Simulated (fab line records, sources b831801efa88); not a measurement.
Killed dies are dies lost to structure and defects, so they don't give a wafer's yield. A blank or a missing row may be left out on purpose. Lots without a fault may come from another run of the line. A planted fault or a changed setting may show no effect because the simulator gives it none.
fab line records | flow sky130
record lots=6 wafers=17 last_day=50
route steps=708 shown METAL1@446 VIA1@458 PAD_OPEN@708
lots that met no fault: from a run of the same line without faults
start_h: hours from the record's first day to the start of the lot's first wafer shown | wait_h: hours since the lot's step before | " the same as in the row above | L1.1+2: a row that stands for several wafers | - no value, or no start given | * or withheld: withheld | < > ~ a bound
route shown NAME@n: a module of which the file shows steps, and the number in the route of the first | usual: mean/standard deviation of fault-free wafers | same: alike in all rows | chamber/n: place in a boat | sites: the reading at each site | _std_site: their standard deviation | _edge_site: outer sites' mean less inner sites' | radius_mm: how far each site lies from the wafer's centre | mask NAME#n: copy n | behind: the tool/chamber that last shaped the wafer | hold: why the lot was held/for how many hours/how that ended | device: the transistor (n, p or np) that didn't switch | end of line: the same wafers' tests at the end of the route | a step without rows: its recipe alone | killed: dies lost to structure and defects at the first sort, not the wafer's yield | map: a wafer's dies, x killed, . not, _ none there
set.NAME: the setting as run; set.NAME@STEP: as run at that earlier step | model.NAME: the simulator's own value behind a step, which no gauge read
lots at some steps of the route; a table a step, a row a wafer
services: from which hour (start_h, from the record's first day; less than 0 if before it) a tool's chamber was out of use, for how many hours, and why
## steps
# step SKY_METAL1_EXPOSE_12
# recipe mask_id=MM1 na=0.8 source_shape=annular sigma_inner=0.55 sigma_outer=0.85 target_cd_nm=140 dose_mj=28
# step SKY_METAL1_PEB_13
# recipe peb_temp_c=withheld peb_time_s=withheld resist=KrF-thick
# step SKY_METAL1_DEVELOP_14
# recipe develop_time_s=60 resist=KrF-thick dev_temp_c=21
# step SKY_METAL1_CD_MEAS_15
# recipe target_cd_nm=140
# usual cd_nm=141.0/1.5
# columns lot.wafer tool chamber start_h wait_h cd_nm
L241.2 cd_sem-01 - 784.07 - 138.4
L241.3 " - " " 138.3
L241.5 " - " " 137.7
L243.2 cd_sem-02 - 796.11 - 142.7
L243.5 " - " " 142.8
L243.6 " - " " 141.7
L246.3 cd_sem-01 - 821.84 - 142.3
L246.4 " - " " 141.0
L246.6 " - " " 141.8
L250.3 cd_sem-02 - 849.99 - 141.9
L250.4 " - " " 144.8
L257.1 cd_sem-02 - 906.35 - 139.3
L257.3 " - " " 138.7
L257.5 " - " " 139.9
L262.1 cd_sem-02 - 934.61 - 141.4
L262.4 " - " " 140.4
L262.5 " - " " 140.4
# step SKY_METAL1_OVL_MEAS_16
# usual METAL1_OVL=3/6.1
# columns lot.wafer tool chamber start_h wait_h METAL1_OVL[nm]
L241.2 overlay-01 - 784.18 0.1 -8
L241.3 " - " " -1
L241.5 " - " " 3
L243.2 overlay-02 - 796.21 0.1 0
L243.5 " - " " -2
L243.6 " - " " 0
L246.3 overlay-02 - 821.94 0.1 -3
L246.4 " - " " 7
L246.6 " - " " -2
L250.3 overlay-02 - 850.09 0.1 4
L250.4 " - " " 2
L257.1 overlay-02 - 906.47 0.1 6
L257.3 " - " " 7
L257.5 " - " " 4
L262.1 overlay-02 - 934.73 0.1 2
L262.4 " - " " 5
L262.5 " - " " 1
# step SKY_METAL1_DESCUM_17
# recipe chemistry=O2 source_power_w=150 bias_power_w=0 pressure_mtorr=10 temp_c=40 time_s=8
# usual drypump_motor_current_A=5.4/0.37 he_backside_leak_sccm=3.27/0.18 oes_product_au=1.002/0.0078
# columns lot.wafer tool chamber start_h wait_h drypump_motor_current_A he_backside_leak_sccm oes_product_au rf_hours_counter_h
L241.2 rie_metal-03 1 784.21 0.0 4.9 3.11 0.997 8
L241.3 " 0 " " 5.1 3.16 1.009 -
L241.5 " 0 " " 5.1 2.93 1.011 -
L243.2 rie_metal-03 1 796.24 0.0 5.0 3.11 1.013 9
L243.5 " 1 " " 5.0 3.13 1.002 -
L243.6 " 0 " " 5.1 3.23 1.007 -
L246.3 rie_metal-03 1 821.98 0.0 4.9 3.19 1.004 -
L246.4 " 1 " " 4.9 3.07 1.004 -
L246.6 " 1 " " 4.9 2.94 1.009 -
L250.3 rie_metal-01 0 850.12 0.0 5.7 3.26 0.997 -
L250.4 " 1 " " 5.1 3.57 0.994 -
L257.1 rie_metal-01 1 906.51 0.0 5.2 3.65 0.989 16
L257.3 " 1 " " 5.1 3.54 0.998 -
L257.5 " 1 " " 5.2 3.67 0.986 -
L262.1 rie_metal-01 1 934.77 0.0 5.1 3.51 0.987 17
L262.4 " 0 " " 5.7 3.26 0.987 -
L262.5 " 1 " " 5.2 3.68 0.987 -
# step SKY_METAL1_ETCH_18
# recipe chemistry=N2/H2 target=BARC ion_energy_ev=200 bias_w=100 pressure_mtorr=30 n2_flow_sccm=100 h2_flow_sccm=200 icp_w=500 stop_on=SiO2 time_s=45.9 target_depth_a=600
# usual drypump_motor_current_A=5.4/0.37 he_backside_leak_sccm=3.27/0.26 oes_product_au=0.855/0.0047 throttle_valve_pct=13.225/0.0096
# columns lot.wafer tool chamber start_h wait_h drypump_motor_current_A he_backside_leak_sccm oes_product_au rf_hours_counter_h throttle_valve_pct
L241.2 rie_metal-03 1 784.24 0.0 4.9 3.14 0.849 8 13.232
L241.3 " 0 " " 5.1 3.20 0.846 - 13.219
L241.5 " 0 " " 5.1 3.09 0.854 - 13.199
L243.2 rie_metal-03 1 796.27 0.0 5.0 3.15 0.858 9 13.226
L243.5 " 1 " " 5.0 3.16 0.855 - 13.235
L243.6 " 0 " " 5.1 3.18 0.864 - 13.235
L246.3 rie_metal-03 1 822.07 0.1 4.9 3.07 0.855 - 13.226
L246.4 " 1 " " 4.9 3.00 0.852 - 13.228
L246.6 " 1 " " 5.0 2.99 0.862 - 13.227
L250.3 rie_metal-01 0 850.16 0.0 5.7 3.37 0.852 - 13.225
L250.4 " 1 " " 5.2 3.64 0.854 - 13.232
L257.1 rie_metal-01 1 906.54 0.0 5.2 3.78 0.859 16 13.223
L257.3 " 1 " " 5.2 3.68 0.856 - 13.221
L257.5 " 1 " " 5.1 3.55 0.854 - 13.244
L262.1 rie_metal-01 1 934.80 0.0 5.2 3.50 0.854 17 13.244
L262.4 " 0 " " 5.7 3.29 0.858 - 13.223
L262.5 " 1 " " 5.2 3.67 0.851 - 13.217
# step SKY_METAL1_METAL_ETCH_19
# recipe target_depth_a=3600 stop_on=SiO2 over_etch_frac=0.3 time_s=78 chemistry=Cl2/BCl3 resist_sidewall_deg=88 pressure_mtorr=10 icp_w=900 bias_w=48.5 Cl2_flow_sccm=60 bcl3_flow_sccm=30
# usual drypump_motor_current_A=5.4/0.37 he_backside_leak_sccm=3.27/0.25 mfc_cl2_sccm=59.99/0.18 oes_product_au=0.856/0.0046 throttle_valve_pct=22.263/0.0086
# same over_etch_frac=0.3
# columns lot.wafer tool chamber start_h wait_h drypump_motor_current_A he_backside_leak_sccm mfc_cl2_sccm oes_product_au rf_hours_counter_h throttle_valve_pct
L241.2 rie_metal-03 1 784.30 0.0 5.0 3.14 59.99 0.855 8 22.248
L241.3 " 0 " " 5.1 3.26 60.14 0.852 - 22.268
L241.5 " 0 " " 5.1 3.16 60.05 0.852 - 22.270
L243.2 rie_metal-03 1 796.34 0.0 5.0 3.05 59.88 0.862 9 22.274
L243.5 " 1 " " 5.0 3.11 60.05 0.854 - 22.255
L243.6 " 0 " " 5.1 3.18 59.80 0.854 - 22.258
L246.3 rie_metal-03 1 822.21 0.1 5.0 3.74 60.13 0.860 - 22.259
L246.4 " 1 " " 5.0 3.11 59.99 0.861 - 22.275
L246.6 " 1 " " 5.0 3.21 60.10 0.856 - 22.277
L250.3 rie_metal-01 0 850.23 0.1 5.7 3.22 59.91 0.866 - 22.270
L250.4 " 1 " " 5.1 3.56 59.39 0.858 - 22.261
L257.1 rie_metal-01 1 906.61 0.0 5.1 3.62 59.98 0.855 16 22.272
L257.3 " 1 " " 5.1 3.70 60.03 0.852 - 22.253
L257.5 " 1 " " 5.1 3.69 60.02 0.856 - 22.267
L262.1 rie_metal-01 1 934.86 0.0 5.2 3.58 59.68 0.852 17 22.265
L262.4 " 0 " " 5.7 3.34 60.15 0.855 - 22.264
L262.5 " 1 " " 5.2 3.59 59.72 0.849 - 22.265
# step SKY_METAL1_STRIP_20
# recipe chemistry=O2/N2 power_w=1400 pressure_mtorr=1500 platen_temp_c=withheld o2_flow_sccm=3000 n2_flow_sccm=300 overash_fraction=0.5
# usual drypump_motor_current_A=5.9/0.49 oes_product_au=0.343/0.0046 strip_time_to_endpoint_s=2.69/0.035
# same overash_fraction=0.5
# columns lot.wafer tool chamber start_h wait_h drypump_motor_current_A oes_product_au rf_hours_counter_h strip_time_to_endpoint_s
L241.2 plasma_asher-02 1 784.39 0.1 5.4 0.350 61 2.64
L241.3 " 1 " " 5.5 0.339 - 2.64
L241.5 " 0 " " 6.6 0.341 - 2.63
L243.2 plasma_asher-04 0 796.43 0.1 5.8 0.336 5 2.65
L243.5 " 0 " " 5.8 0.334 - 2.63
L243.6 " 1 " " 5.9 0.336 - 2.62
L246.3 plasma_asher-02 1 822.36 0.1 5.4 0.340 - 2.68
L246.4 " 0 " " 6.6 0.340 - 2.66
L246.6 " 0 " " 6.6 0.338 - 2.67
L250.3 plasma_asher-02 0 850.33 0.1 6.6 0.342 - 2.69
L250.4 " 1 " " 5.4 0.346 - 2.73
L257.1 plasma_asher-01 1 906.70 0.1 5.8 0.339 113 2.70
L257.3 " 0 " " 5.3 0.345 - 2.75
L257.5 " 1 " " 5.8 0.345 - 2.69
L262.1 plasma_asher-04 0 934.95 0.1 5.8 0.339 17 2.72
L262.4 " 0 " " 5.8 0.351 - 2.68
L262.5 " 1 " " 5.9 0.349 - 2.72
# step SKY_METAL1_STRIP_21
# recipe chemistry=post_etch_residue_remover time_s=1200 temp_c=72.5
# step SKY_METAL1_CLEAN_22
# recipe chemistry=IPA time_s=180 temp_c=25
# step SKY_METAL1_CLEAN_23
# recipe chemistry=O3/DIW dry=n2_spin
# step SKY_VIA1_HDPCVD_00
# recipe material=SiO2 target_thk_nm=1030 sigma_open_frac=0.3 time_s=171.7 temp_c=400 sih4_flow_sccm=60 pressure_mtorr=6
# columns lot.wafer tool chamber start_h wait_h model.SiO2_of_VIA1_HDPCVD_00.thk_nm
L241.2 hdpcvd-01 2 785.04 0.0 1040
L241.3 " 0 " " 1039
L241.5 " 1 " " 1035
L243.2 hdpcvd-02 0 797.11 0.0 1034
L243.5 " 0 " " 1036
L243.6 " 2 " " 1028
L246.3 hdpcvd-01 2 822.92 0.0 1025
L246.4 " 1 " " 459.2
L246.6 " 2 " " 1026
L250.3 hdpcvd-01 1 850.89 0.0 1026
L250.4 " 2 " " 474.2
L257.1 hdpcvd-02 0 907.30 0.0 1028
L257.3 " 1 " " 1024
L257.5 " 0 " " 1031
L262.1 hdpcvd-01 2 935.58 0.0 1025
L262.4 " 0 " " 1014
L262.5 " 2 " " 1036
# step SKY_VIA1_THK_MEAS_01
# recipe reads=SiO2_of_VIA1_HDPCVD_00
# usual VIA1_HDPCVD_THK=1031/9.1
# columns lot.wafer tool chamber start_h wait_h VIA1_HDPCVD_THK[nm]
L241.2 film_metro-01 - 785.17 0.1 1039
L241.3 " - " " 1039
L241.5 " - " " 1035
L243.2 film_metro-01 - 797.23 0.1 1034
L243.5 " - " " 1036
L243.6 " - " " 1029
L246.3 film_metro-03 - 823.05 0.1 1025
L246.4 " - " " 459
L246.6 " - " " 1026
L250.3 film_metro-03 - 851.03 0.1 1026
L250.4 " - " " 474
L257.1 film_metro-01 - 907.41 0.1 1029
L257.3 " - " " 1025
L257.5 " - " " 1032
L262.1 film_metro-03 - 935.69 0.1 1025
L262.4 " - " " 1013
L262.5 " - " " 1035
# step SKY_VIA1_CMP_02
# recipe material=SiO2 down_force_psi=4 platen_rpm=60 pad_velocity_m_s=0.94248
# usual motor_current_A=12.3/1.4 platen_rpm=60.00/0.039
# columns lot.wafer tool chamber start_h wait_h motor_current_A platen_rpm
L241.3 cmp-01 1 785.32 0.1 11.0 60.03
L241.2 " 2 " " 11.9 60.06
L241.5 " 3 " " 13.8 59.94
L243.2 cmp-02 1 797.43 0.2 10.7 60.02
L243.6 " 2 " " 14.1 59.98
L243.5 " 3 " " 11.1 59.99
L246.4 cmp-01 0 823.09 0.0 14.3 60.00
L246.3 " 3 " " 13.2 59.97
L246.6 " 0 " " 14.5 60.06
L250.3 cmp-02 2 851.12 0.1 14.4 60.03
L250.4 " 3 " " 11.4 60.01
L257.3 cmp-02 1 907.52 0.1 10.2 59.96
L257.1 " 2 " " 14.2 60.01
L257.5 " 0 " " 12.7 60.01
L262.1 cmp-02 0 935.80 0.1 12.5 59.99
L262.4 " 2 " " 12.4 60.00
L262.5 " 3 " " 10.8 59.94
# step SKY_PAD_OPEN_PROBE_99
# columns lot.wafer tool chamber start_h wait_h model.etest.met2_comb.leak_log10_a_um
L241.2 prober-02 - 1092.07 0.1 -11.84
L241.3 prober-02 - 1092.12 0.2 -11.92
L241.5 prober-02 - 1092.22 0.2 -11.9
L243.2 prober-02 - 1100.71 0.1 -12.09
L243.5 prober-02 - 1100.86 0.2 -11.89
L243.6 prober-02 - 1100.91 0.2 -11.97
L246.3 prober-01 - 1120.26 0.2 -11.9
L246.4 prober-01 - 1120.31 0.2 -6.876
L246.6 prober-01 - 1120.41 0.2 -12.12
L250.3 prober-01 - 1144.06 0.2 -11.89
L250.4 prober-01 - 1144.11 0.2 -7.052
L257.1 prober-02 - 1180.11 0.1 -11.97
L257.3 prober-02 - 1180.21 0.2 -11.99
L257.5 prober-02 - 1180.31 0.2 -12.11
L262.1 prober-01 - 1198.51 0.1 -11.96
L262.4 prober-01 - 1198.66 0.2 -11.82
L262.5 prober-01 - 1198.71 0.2 -11.84
# killed by level:class
L241.2 VIA1:geometric_particle:short=12 VIA1:geometric_particle:open=10 LI_CONTACT:geometric_particle:open=9 VIA3:geometric_particle:open=9 CONTACT:geometric_particle:short=7 VIA2:geometric_particle:open=7 METAL1:geometric_particle:short=6 FIELD_ISO:geometric_particle:short=5
L241.3 VIA3:geometric_particle:open=12 CONTACT:geometric_particle:open=12 VIA1:geometric_particle:open=11 LI_CONTACT:geometric_particle:open=7 METAL1:geometric_particle:short=7 FIELD_ISO:geometric_particle:short=6 METAL4:geometric_particle:short=5 VIA2:geometric_particle:open=5
L241.5 VIA1:geometric_particle:open=14 LI_CONTACT:geometric_particle:open=12 VIA2:geometric_particle:open=9 CONTACT:geometric_particle:open=8 METAL1:geometric_particle:short=8 VIA1:geometric_particle:short=7 VIA3:geometric_particle:open=6 FIELD_ISO:geometric_particle:short=5
L243.2 CONTACT:geometric_particle:open=11 VIA1:geometric_particle:open=7 METAL2:geometric_particle:short=7 POLY_GATE:geometric_particle:short=6 CONTACT:geometric_particle:short=6 VIA1:geometric_particle:short=6 VIA2:geometric_particle:open=5 FIELD_ISO:geometric_particle:open=4
L243.5 VIA1:geometric_particle:open=17 CONTACT:geometric_particle:open=9 CONTACT:geometric_particle:short=7 METAL1:geometric_particle:short=6 VIA2:geometric_particle:short=6 VIA2:geometric_particle:open=6 LI_CONTACT:geometric_particle:open=4 METAL2:geometric_particle:open=4
L243.6 VIA2:geometric_particle:open=9 VIA1:geometric_particle:open=8 CONTACT:geometric_particle:open=8 METAL1:geometric_particle:short=6 VIA3:geometric_particle:open=5 FIELD_ISO:geometric_particle:short=4 POLY_CUT:geometric_particle:open=4 LI_CONTACT:geometric_particle:open=4
L257.1 VIA1:geometric_particle:open=18 CONTACT:geometric_particle:open=12 LI_CONTACT:geometric_particle:open=10 VIA2:geometric_particle:open=9 CONTACT:geometric_particle:short=7 VIA3:geometric_particle:open=6 VIA1:geometric_particle:short=6 LOCAL_INTERCONNECT:geometric_particle:short=5
L257.3 VIA2:geometric_particle:open=13 METAL2:geometric_particle:short=9 VIA1:geometric_particle:open=9 VIA3:geometric_particle:open=7 CONTACT:geometric_particle:open=6 METAL3:geometric_particle:short=6 LOCAL_INTERCONNECT:geometric_particle:short=5 METAL1:geometric_particle:short=5
L257.5 VIA1:geometric_particle:open=12 CONTACT:geometric_particle:open=11 METAL2:geometric_particle:short=8 VIA1:geometric_particle:short=6 LI_CONTACT:geometric_particle:open=6 CONTACT:geometric_particle:short=5 VIA2:geometric_particle:open=5 POLY_GATE:geometric_particle:short=4
L262.1 VIA1:geometric_particle:open=12 LI_CONTACT:geometric_particle:open=9 VIA2:geometric_particle:open=7 POLY_GATE:geometric_particle:open=6 METAL2:geometric_particle:short=6 POLY_GATE:geometric_particle:short=5 CONTACT:geometric_particle:open=5 VIA3:geometric_particle:open=5
L262.4 VIA1:geometric_particle:open=15 CONTACT:geometric_particle:open=10 VIA3:geometric_particle:open=7 FIELD_ISO:geometric_particle:short=6 POLY_GATE:geometric_particle:open=6 METAL2:geometric_particle:short=6 FIELD_ISO:geometric_particle:open=5 POLY_GATE:geometric_particle:short=5
L262.5 METAL1:geometric_particle:short=8 CONTACT:geometric_particle:open=7 VIA1:geometric_particle:open=7 VIA1:geometric_particle:short=5 VIA2:geometric_particle:open=5 METAL4:geometric_particle:short=5 FIELD_ISO:geometric_particle:short=4 POLY_GATE:geometric_particle:short=4
## services
# columns tool chamber start_h hours kind
cmp-01 - 787.28 0.5 repair
cmp-01 - 808.74 3.4 repair
rie_metal-03 0 810.55 - clean
rie_metal-03 0 810.55 21.1 scheduled_down
rie_metal-03 0 810.55 21.1 vent_cycle
plasma_asher-04 - 816.29 3.6 repair
hdpcvd-01 - 818.63 2.6 repair
cmp-01 - 838.26 3.9 pm
rie_metal-01 - 842.14 0.2 repair
rie_metal-03 - 857.08 2.8 pm
hdpcvd-01 - 861.43 6.0 pm
hdpcvd-01 - 872.52 1.3 repair
hdpcvd-02 0 880.02 7.6 repair
hdpcvd-01 - 895.16 2.8 pm
plasma_asher-04 - 900.28 9.3 repair
cmp-01 - 913.04 4.0 pm
cmp-01 - 917.04 - consumable_replace:conditioner
cmp-01 - 917.04 - consumable_replace:pad
cmp-02 - 924.47 1.2 repair
hdpcvd-02 2 925.32 3.4 repair
## key
first_sign step=SKY_VIA1_THK_MEAS_01 reading=VIA1_HDPCVD_THK direction=down sigmas=62 usual=1031 struck=467
effect none on later readings
model_effect step=SKY_VIA1_HDPCVD_00 value=SiO2_of_VIA1_HDPCVD_00.thk_nm without=1029 struck=466.7
model_effect step=SKY_PAD_OPEN_PROBE_99 value=etest.met2_comb.leak_log10_a_um without=-11.94 struck=-6.964
met_at SKY_VIA1_HDPCVD_00
struck_wafers L246.4,L250.4
sort_left_out L246.4,L250.4
onset_between 785.04 822.92
fault kind=process_parameter_drift tool=hdpcvd-01 chamber=- onset_h=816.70 steps=SKY_VIA1_HDPCVD_00 channel=target_thk_nm offset=-562.08 shape=step end_h=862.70 scope=struck_wafers_only acts_in=these_recipes_only stated=1030
# sort_left_out: the simulated sort isn't trusted on such a fault, so these wafers' sort isn't shown, and their yield isn't known
